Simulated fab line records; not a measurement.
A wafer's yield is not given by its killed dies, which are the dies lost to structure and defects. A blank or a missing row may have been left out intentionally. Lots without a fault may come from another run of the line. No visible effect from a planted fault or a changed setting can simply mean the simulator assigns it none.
What tool caused it? | flow sky130 | 11 lots with 33 wafers sampled at 5 steps, on a route of 708 steps

WHAT EACH GAUGE READ, for each wafer
SKY_VT_ADJUST_HVTP_TW_MEAS_11.
lot  | measured     | on           | VT_ADJUST_HVTP_TW
L579 | day 6 00:26  | filmMetro-01 | 1359 1369 1361
L582 | day 6 16:15  | filmMetro-03 | 1349 1341 1348
L584 | day 7 04:36  | filmMetro-02 | 1341 1336 1346
L586 | day 7 20:46  | filmMetro-01 | 1354 1343 1353
L588 | day 8 05:41  | filmMetro-02 | 1339 1339 1340
L595 | day 11 05:12 | filmMetro-03 | 1341 1355 1345
L596 | day 11 05:59 | filmMetro-01 | 1360 1365 1372
L597 | day 11 14:48 | filmMetro-02 | 1337 1344 1347
L598 | day 11 16:02 | filmMetro-02 | 1339 1336 1341
L600 | day 12 02:29 | filmMetro-01 | 1362 1357 1372
L599 | day 12 03:05 | filmMetro-01 | 1354 1362 1361

SKY_VT_ADJUST_NCORE_OVL_MEAS_08.
lot  | measured     | on         | VT_ADJUST_NCORE_OVL (nm)
L579 | day 8 06:28  | overlay-01 | 0.0 0.5 0.6
L582 | day 9 01:07  | overlay-01 | -0.6 -2.4 -0.6
L584 | day 9 15:58  | overlay-01 | 0.1 0.2 -1.3
L586 | day 10 10:46 | overlay-02 | -2.6 -1.5 -2.1
L588 | day 10 20:55 | overlay-01 | 0.4 0.3 0.9
L595 | day 14 08:06 | overlay-01 | -1.9 -0.8 -2.1
L596 | day 14 08:17 | overlay-02 | 0.6 -0.3 0.3
L597 | day 14 19:31 | overlay-01 | -0.5 -1.6 -0.7
L598 | day 14 21:12 | overlay-02 | -0.1 0.6 -0.2
L600 | day 15 08:29 | overlay-01 | -0.1 -1.0 -1.5
L599 | day 15 09:18 | overlay-02 | 2.1 1.9 0.7

SKY_GATE_OXIDE_THK_MEAS_02.
lot  | measured     | on           | GATE_OXIDE_OXIDATION_00_THK (nm)
L579 | day 12 08:56 | filmMetro-04 | 10.35 10.38 10.50
L582 | day 13 05:07 | filmMetro-04 | 10.12 10.07 10.11
L584 | day 13 22:59 | filmMetro-01 | 10.61 10.54 10.52
L586 | day 14 22:22 | filmMetro-01 | 9.66 9.47 9.57
L588 | day 15 12:49 | filmMetro-02 | 9.31 9.33 9.35
L595 | day 19 17:37 | filmMetro-02 | 10.56 10.67 10.42
L596 | day 19 18:34 | filmMetro-01 | 9.93 10.04 10.03
L597 | day 20 04:08 | filmMetro-04 | 10.20 10.34 10.12
L598 | day 20 09:14 | filmMetro-02 | 10.47 10.32 10.45
L600 | day 20 16:55 | filmMetro-01 | 10.38 10.21 10.34
L599 | day 20 16:55 | filmMetro-02 | 10.52 10.41 10.57

WHAT TOOL EACH LOT RAN ON (gives the tool, then ch and the chambers of the sampled wafers, and finally the start)
lot  | SKY_VT_ADJUST_LVTN_STRIP_09         | SKY_GATE_OXIDE_OXIDATION_01
L579 | plasmaAsher-04 ch 1, day 6 18:01    | furnace-01 ch 0, day 12 07:31
L582 | plasmaAsher-03 ch 0,1, day 7 10:22  | furnace-01 ch 0, day 13 03:43
L584 | plasmaAsher-03 ch 0,1, day 7 22:43  | furnace-01 ch 0, day 13 21:34
L586 | plasmaAsher-03 ch 0,1, day 8 16:06  | furnace-01 ch 0, day 14 20:56
L588 | plasmaAsher-04 ch 0,1, day 9 02:25  | furnace-01 ch 0, day 15 11:24
L595 | plasmaAsher-01 ch 0,1, day 12 04:43 | furnace-01 ch 0, day 19 16:12
L596 | plasmaAsher-03 ch 0,1, day 12 05:02 | furnace-02 ch 0, day 19 17:10
L597 | plasmaAsher-01 ch 0,1, day 12 15:05 | furnace-02 ch 0, day 20 02:43
L598 | plasmaAsher-04 ch 0,1, day 12 16:25 | furnace-01 ch 0, day 20 07:49
L600 | plasmaAsher-04 ch 0,1, day 13 03:32 | furnace-01 ch 0, day 20 15:31
L599 | plasmaAsher-01 ch 0,1, day 13 04:04 | furnace-01 ch 0, day 20 15:31
- SKY_VT_ADJUST_LVTN_STRIP_09: strips in O2/N2.
- SKY_GATE_OXIDE_OXIDATION_01: stabilise 600 s, purge 300 s, target thk 10.268 nm.

WHAT THE TOOLS THEMSELVES READ (means of the sampled wafers that have a number; where no wafer has one, the mark that the record gives instead)
SKY_VT_ADJUST_LVTN_STRIP_09.
lot  | tool           | drypumpMotorCurrentA (A) | oesProductAu (a.u.) | stripTimeToEndpointS (s)
L579 | plasmaAsher-04 | 5.7                      | 0.722               | 36.86
L582 | plasmaAsher-03 | 5.4                      | 0.719               | 36.77
L584 | plasmaAsher-03 | 5.5                      | 0.719               | 36.97
L586 | plasmaAsher-03 | 5.4                      | 0.724               | 36.90
L588 | plasmaAsher-04 | 5.7                      | 0.723               | 36.97
L595 | plasmaAsher-01 | 6.3                      | 0.719               | 36.88
L596 | plasmaAsher-03 | 5.4                      | 0.728               | 36.80
L597 | plasmaAsher-01 | 5.9                      | 0.720               | 36.88
L598 | plasmaAsher-04 | 5.7                      | 0.721               | 37.07
L600 | plasmaAsher-04 | 5.8                      | 0.722               | 37.03
L599 | plasmaAsher-01 | 6.3                      | 0.723               | 36.96

SKY_GATE_OXIDE_OXIDATION_01.
lot  | tool       | spikeTcBottomC (C) | spikeTcCentreC (C) | spikeTcLowerC (C) | spikeTcUpperC (C) | tubeCenterTempC (C) | tube_center_temp_C_max
L579 | furnace-01 | 919.1              | 902.6              | 900.5             | 898.8             | 899.98              | 902.1
L582 | furnace-01 | 918.8              | 902.1              | 900.8             | 899.7             | 900.03              | 902.9
L584 | furnace-01 | 919.0              | 901.6              | 900.1             | 899.5             | 900.00              | 902.0
L586 | furnace-01 | 913.0              | 897.1              | 894.2             | 892.7             | 894.05              | 896.4
L588 | furnace-01 | 914.5              | 896.3              | 895.6             | 892.9             | 894.15              | 896.7
L595 | furnace-01 | 919.1              | 903.3              | 901.4             | 899.9             | 900.11              | 902.6
L596 | furnace-02 | 917.9              | 901.8              | 899.8             | 898.7             | 900.03              | 902.0
L597 | furnace-02 | 918.3              | 902.1              | 900.1             | 899.8             | 899.88              | 902.3
L598 | furnace-01 | 918.1              | 902.1              | 900.6             | 898.2             | 899.92              | 902.3
L600 | furnace-01 | 919.0              | 902.0              | 899.5             | 898.7             | 900.06              | 902.3
L599 | furnace-01 | 920.1              | 902.3              | 900.2             | 898.6             | 899.93              | 902.6

THE ANSWER, worked out from the rows above alone
Rule: usual is defined by the lots themselves. Put in order of their means at a reading, lots are off if they are a third of the lots or fewer, leave a main group of 4 or more, and stand apart from it by a gap of 3 or more times the standard deviation of the main group's means; of several such gaps the widest counts. The tables above print the reading to a certain number of digits; a main group whose means all agree to those digits is not used. A lot without any number at a reading at which 4 lots or more have one is off too. The other lots that the step has rows for count as sound. First the gauges in route order, then the tools' own readings, where a lot's mean is used as printed above. At the first step where some lot is off, the reading lying furthest off is the one used; lots without a number count as furthest.
Off at SKY_GATE_OXIDE_OXIDATION_01 (tubeCenterTempC): L586, L588. The main group: mean 899.99 C, standard deviation 0.069.
A tool fits if, at that step or a process step before it, it ran every lot that is off, and no sound lot after the first of them. Of those tried, none fits.

WHAT THE SIMULATOR HAD PUT IN
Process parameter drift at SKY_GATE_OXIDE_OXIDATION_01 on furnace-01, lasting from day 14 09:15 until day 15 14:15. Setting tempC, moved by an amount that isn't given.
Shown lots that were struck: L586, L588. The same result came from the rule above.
